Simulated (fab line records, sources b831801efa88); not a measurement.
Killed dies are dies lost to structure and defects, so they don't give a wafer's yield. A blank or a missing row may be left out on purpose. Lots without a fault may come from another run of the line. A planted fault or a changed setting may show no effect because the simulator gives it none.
fab line records | flow sfq_line
record lots=5 wafers=14 last_day=92
route steps=325 shown M4@148
lots that met no fault: from a run of the same line without faults
start_h: hours from the record's first day to the start of the lot's first wafer shown | wait_h: hours since the lot's step before | " the same as in the row above | L1.1+2: a row that stands for several wafers | - no value, or no start given | * or withheld: withheld | < > ~ a bound
route shown NAME@n: a module of which the file shows steps, and the number in the route of the first | usual: mean/standard deviation of fault-free wafers | same: alike in all rows | chamber/n: place in a boat | sites: the reading at each site | _std_site: their standard deviation | _edge_site: outer sites' mean less inner sites' | radius_mm: how far each site lies from the wafer's centre | mask NAME#n: copy n | behind: the tool/chamber that last shaped the wafer | hold: why the lot was held/for how many hours/how that ended | device: the transistor (n, p or np) that didn't switch | end of line: the same wafers' tests at the end of the route | a step without rows: its recipe alone | killed: dies lost to structure and defects at the first sort, not the wafer's yield | map: a wafer's dies, x killed, . not, _ none there
set.NAME: the setting as run; set.NAME@STEP: as run at that earlier step | model.NAME: the simulator's own value behind a step, which no gauge read
lots at some steps of the route; a table a step, a row a wafer
services: from which hour (start_h, from the record's first day; less than 0 if before it) a tool's chamber was out of use, for how many hours, and why
## steps
# step SFQ_TRILAYER_M4_DEP_PRE_CLEAN_092
# recipe gas=Ar time_s=22.5 bias_v=250
# step SFQ_TRILAYER_M4_DEP_SPUTTER_091
# recipe material=Nb base_pressure_pa=1.33e-06 chamber_pressure_pa=0.1333 substrate_temp_c=20 resputter_cathode_voltage_v=400 target_thk_nm=200 power_w=2000 time_s=133.3
# usual base_pressure_pa=1.33e-06/8.3e-08 substrate_temp_c=20.01/0.1 throttle_valve_pct=30.0/1.1
# columns lot.wafer tool chamber start_h wait_h base_pressure_pa substrate_temp_c throttle_valve_pct
L673.3 pvd_sputter-06 - 1075.14 0.0 1.41e-06 20.04 31.2
L673.5 " - " " 1.14e-06 19.94 31.1
L673.6 " - " " 1.31e-06 20.03 28.9
L678.5 pvd_sputter-03 - 1112.28 0.0 1.17e-06 20.16 28.8
L678.6 " - " " 1.38e-06 20.13 30.9
L686.1 pvd_sputter-03 - 1184.46 0.0 1.35e-06 19.92 30.0
L686.3 " - " " 1.42e-06 19.89 28.6
L686.4 " - " " 1.32e-06 20.07 30.9
L687.2 pvd_sputter-06 - 1203.66 0.0 1.33e-06 20.00 31.4
L687.4 " - " " 1.25e-06 19.93 30.1
L687.6 " - " " 1.31e-06 19.89 29.0
L690.1 pvd_sputter-03 - 1236.06 0.0 1.46e-06 20.05 32.1
L690.4 " - " " 1.42e-06 19.82 28.6
L690.6 " - " " 1.53e-06 19.91 28.6
# step SFQ_M4_RS_MEAS_924
# recipe thk_meas_gauge=four-point-probe reads=Nb_of_TRILAYER_M4_DEP_SPUTTER_091
# usual M4_NB_RS=0.894/0.0094
# columns lot.wafer tool chamber start_h wait_h M4_NB_RS[ohm/sq]
L673.3 film_metro-02 - 1075.29 0.1 0.898
L673.5 " - " " 0.897
L673.6 " - " " 0.887
L678.5 film_metro-02 - 1112.41 0.1 0.897
L678.6 " - " " 0.892
L686.1 film_metro-01 - 1184.55 0.0 0.894
L686.3 " - " " 0.895
L686.4 " - " " 0.895
L687.2 film_metro-03 - 1203.77 0.1 0.904
L687.4 " - " " 0.893
L687.6 " - " " 0.888
L690.1 film_metro-03 - 1236.15 0.0 0.893
L690.4 " - " " 0.897
L690.6 " - " " 0.898
# step SFQ_TRILAYER_M4_LITHO_COAT_098
# recipe resist=BARC spin_rpm=3000 resist_thk_nm=62
# step SFQ_TRILAYER_M4_LITHO_COAT_093
# recipe resist=KrF spin_rpm=3000 resist_thk_nm=600
# step SFQ_TRILAYER_M4_LITHO_SOFTBAKE_097
# recipe temp_c=withheld time_s=withheld resist=KrF
# step SFQ_TRILAYER_M4_LITHO_EXPOSE_094
# recipe mask_id=M4 na=0.6 source_shape=conventional sigma_outer=0.65 target_cd_nm=500 dose_mj=14.4
# step SFQ_TRILAYER_M4_LITHO_PEB_096
# recipe peb_temp_c=115 peb_time_s=60 resist=KrF
# step SFQ_TRILAYER_M4_LITHO_DEVELOP_095
# recipe time_s=60 resist=KrF
# step SFQ_M4_OVL_MEAS_926
# usual M4_OVL=-1/6.3
# columns lot.wafer tool chamber start_h wait_h M4_OVL[nm]
L673.3 overlay-02 - 1079.40 0.1 -2
L673.5 " - " " 0
L673.6 " - " " -1
L678.5 overlay-02 - 1114.78 0.0 6
L678.6 " - " " 8
L686.1 overlay-01 - 1302.04 0.1 -5
L686.3 " - " " 2
L686.4 " - " " 5
L687.2 overlay-02 - 1331.24 0.1 2
L687.4 " - " " 3
L687.6 " - " " 5
L690.1 overlay-02 - 1358.96 0.1 1
L690.4 " - " " 4
L690.6 " - " " 11
# step SFQ_TRILAYER_M4_BARC_OPEN_METAL_ETCH_123
# recipe mask_material=PR chemistry=O2 target_depth_nm=125 target=BARC icp_w=600 bias_w=80 pressure_mtorr=10 time_s=41.7
# usual chamber_pressure_mTorr=10.001/0.0087 drypump_motor_current_A=5.87/0.25 oes_product_au=0.685/0.0043
# columns lot.wafer tool chamber start_h wait_h chamber_pressure_mTorr drypump_motor_current_A oes_product_au rf_hours_counter_h
L673.3 rie_metal-04 1 1079.45 0.0 9.995 6.17 0.685 -
L673.5 " 1 " " 9.999 6.21 0.689 -
L673.6 " 0 " " 10.003 5.77 0.694 -
L678.5 rie_metal-03 1 1114.83 0.0 10.005 5.78 0.689 -
L678.6 " 0 " " 10.004 5.90 0.680 -
L686.1 rie_metal-04 1 1302.07 0.0 10.011 6.18 0.683 127
L686.3 " 0 " " 10.007 5.75 0.684 -
L686.4 " 1 " " 9.997 6.18 0.683 -
L687.2 rie_metal-04 1 1331.27 0.0 10.002 6.20 0.679 133
L687.4 " 0 " " 10.009 5.73 0.686 -
L687.6 " 0 " " 9.997 5.79 0.686 -
L690.1 rie_metal-03 1 1359.00 0.0 10.005 5.73 0.688 2
L690.4 " 1 " " 10.000 5.75 0.683 -
L690.6 " 1 " " 9.995 5.75 0.684 -
# step SFQ_TRILAYER_M4_ETCH_METAL_ETCH_096
# recipe target=Nb stop_on=SiO2 mask_material=PR chemistry=Cl2/Ar target_depth_nm=240 icp_w=600 bias_w=80 pressure_mtorr=10 time_s=120
# usual chamber_pressure_mTorr=10.001/0.01 drypump_motor_current_A=5.86/0.24 oes_product_au=0.892/0.0064
# columns lot.wafer tool chamber start_h wait_h chamber_pressure_mTorr drypump_motor_current_A oes_product_au rf_hours_counter_h model.KrF_of_TRILAYER_M4_LITHO_COAT_093.thk_nm model.SiO2_of_TRILAYER_I3_DEP_PECVD_081.thk_nm model.M4.feature_depth_nm
L673.3 rie_metal-04 0 1079.53 0.1 9.989 5.77 0.890 - 381.1 191.8 198.1
L673.5 " 0 " " 10.005 5.76 0.887 - 379.6 193.2 198.5
L673.6 " 0 " " 9.995 5.76 0.895 - 381.8 192.6 200.2
L678.5 rie_metal-03 1 1114.93 0.1 10.000 5.71 0.895 - 384.5 193.5 198.7
L678.6 " 0 " " 9.986 5.92 0.889 - 333.4 185.1 208.4
L686.1 rie_metal-04 1 1302.13 0.0 10.003 6.22 0.890 127 379.9 191 198.7
L686.3 " 0 " " 10.026 5.77 0.884 - 382.2 193.2 198.2
L686.4 " 1 " " 9.994 6.19 0.894 - 380.2 191.3 198.8
L687.2 rie_metal-04 1 1331.33 0.0 9.995 6.15 0.887 133 380.2 192.2 197.1
L687.4 " 0 " " 9.993 5.77 0.890 - 383.2 191.6 199.1
L687.6 " 0 " " 10.003 5.77 0.902 - 383 191.1 201
L690.1 rie_metal-03 1 1359.05 0.0 9.999 5.75 0.890 2 382 192.2 199.7
L690.4 " 1 " " 9.990 5.74 0.891 - 380.4 190.8 198.5
L690.6 " 1 " " 9.993 5.77 0.897 - 380.6 192.7 198.4
# step SFQ_TRILAYER_M4_STRIP_STRIP_097
# recipe gas=O2 power_w=200 platen_temp_c=40 overash_fraction=0.65 chemistry=O2 pressure_mtorr=50
# usual chamber_pressure_mTorr=50.00/0.037 drypump_motor_current_A=5.86/0.24 oes_product_au=1.002/0.0081
# columns lot.wafer tool chamber start_h wait_h chamber_pressure_mTorr drypump_motor_current_A oes_product_au rf_hours_counter_h
L673.3 rie_metal-04 0 1080.10 0.5 50.03 5.79 1.013 -
L673.5 " 0 " " 49.98 5.78 1.003 -
L673.6 " 0 " " 50.01 5.77 1.009 -
L678.5 rie_metal-03 1 1115.38 0.4 49.98 5.73 0.991 -
L678.6 " 0 " " 49.99 5.90 1.003 -
L686.1 rie_metal-04 1 1302.26 0.1 49.98 6.18 1.007 127
L686.3 " 0 " " 50.00 5.77 1.001 -
L686.4 " 1 " " 49.98 6.19 1.009 -
L687.2 rie_metal-04 1 1331.45 0.1 50.00 6.15 1.004 133
L687.4 " 0 " " 50.06 5.80 1.001 -
L687.6 " 0 " " 49.97 5.81 0.990 -
L690.1 rie_metal-03 1 1359.18 0.1 49.97 5.74 1.002 2
L690.4 " 1 " " 49.96 5.72 0.996 -
L690.6 " 1 " " 49.99 5.74 0.997 -
## services
# columns tool chamber start_h hours kind
rie_metal-03 0 1082.17 - clean
rie_metal-03 0 1082.17 - consumable_replace:focus_ring
rie_metal-03 0 1082.17 18.1 scheduled_down
rie_metal-03 0 1082.17 18.1 vent_cycle
rie_metal-03 - 1127.90 1.1 repair
rie_metal-04 0 1170.05 - clean
rie_metal-04 0 1170.05 - consumable_replace:focus_ring
rie_metal-04 0 1170.05 23.8 scheduled_down
rie_metal-04 0 1170.05 23.8 vent_cycle
rie_metal-04 - 1183.46 2.8 pm
pvd_sputter-03 - 1185.53 2.1 repair
pvd_sputter-06 - 1199.22 2.0 repair
pvd_sputter-06 - 1204.93 1.4 repair
pvd_sputter-03 - 1246.08 3.9 repair
rie_metal-04 - 1271.19 2.3 repair
pvd_sputter-03 - 1285.59 9.6 repair
rie_metal-04 - 1306.57 0.8 repair
rie_metal-03 1 1329.17 - clean
rie_metal-03 1 1329.17 - consumable_replace:focus_ring
rie_metal-03 - 1332.52 0.1 repair
rie_metal-04 1 1356.83 - clean
rie_metal-04 1 1356.83 - consumable_replace:focus_ring
rie_metal-04 1 1356.83 16.8 scheduled_down
rie_metal-04 1 1356.83 16.8 vent_cycle
## key
first_sign none at tools or gauges
model_effect step=SFQ_TRILAYER_M4_ETCH_METAL_ETCH_096 value=KrF_of_TRILAYER_M4_LITHO_COAT_093.thk_nm without=385 struck=333.4
met_at SFQ_TRILAYER_M4_ETCH_METAL_ETCH_096
struck_wafers L678.6
fault kind=process_parameter_drift tool=rie_metal-03 chamber=- onset_h=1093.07 steps=SFQ_TRILAYER_M4_ETCH_METAL_ETCH_096 channel=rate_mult offset=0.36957 shape=step end_h=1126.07 scope=struck_wafers_only
